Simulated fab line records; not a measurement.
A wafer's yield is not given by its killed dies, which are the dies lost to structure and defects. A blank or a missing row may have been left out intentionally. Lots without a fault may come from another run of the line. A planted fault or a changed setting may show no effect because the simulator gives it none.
Matching of chambers | flow sky130 | 4 sister chambers for SKY_VIA1_CMP_24 on cmp-02
The step polishes, stops on SiO2, t overpolish 15 s, target thk 0 nm. 8 wafers are shown with their chamber, then 12 later ones without.

WAFERS, EACH WITH ITS CHAMBER
wafer  | chamber | motorCurrentA (A) | timeToEndpointS (s)
L087.4 | 0       | 9.6               | 65.1
L089.4 | 1       | 13.6              | 64.5
L090.1 | 2       | 12.7              | 62.1
L090.5 | 0       | 9.7               | 62.9
L090.6 | 3       | 11.1              | 62.1
L093.1 | 2       | 13.0              | 59.1
L093.4 | 1       | 13.5              | 61.7
L093.6 | 3       | 11.3              | 59.4

WAFERS WHOSE CHAMBER IS MISSING
wafer  | motorCurrentA (A) | timeToEndpointS (s)
L092.1 | 9.3               | 65.7
L092.4 | 13.0              | 64.4
L092.5 | 13.0              | 64.3
L094.1 | 9.7               | 66.9
L094.3 | 11.6              | 64.8
L094.4 | 10.6              | 66.1
L095.1 | 12.3              | 56.2
L095.3 | 11.2              | 60.6
L095.6 | 9.4               | 58.1
L097.3 | 13.3              | 64.6
L097.4 | 9.4               | 68.5
L097.6 | 13.1              | 68.0

WHICH CHAMBER EACH WENT THROUGH
wafer  | from the rows above     | in truth
L092.1 | 0                       | 0
L092.4 | can't be placed: 2 or 1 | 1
L092.5 | can't be placed: 2 or 1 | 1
L094.1 | 0                       | 0
L094.3 | 3                       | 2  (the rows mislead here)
L094.4 | can't be placed: 3 or 0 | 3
L095.1 | 2                       | 2
L095.3 | 3                       | 3
L095.6 | 0                       | 0
L097.3 | can't be placed: 1 or 2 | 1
L097.4 | 0                       | 0
L097.6 | can't be placed: 1 or 2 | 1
Correct placement for 6 of the 12. Cannot be placed on the basis of these rows: 5; the candidates contain the true chamber in 5. Wrongly placed: 1.
How it was worked out, from the rows above alone: a wafer's distance from a chamber is the root of the sum, over the readings, of the square of ((its reading less the chamber's mean) divided by the reading's scatter). If the next closest chamber is less than 2 further off than the closest, the wafer can't be placed; otherwise it belongs to the closest. Each chamber's mean is taken over the wafers shown for it. How the scatter is found: for the shown wafers, subtract from each reading the mean of its chamber, square and add these, divide the total by (wafers less chambers), then take the root.
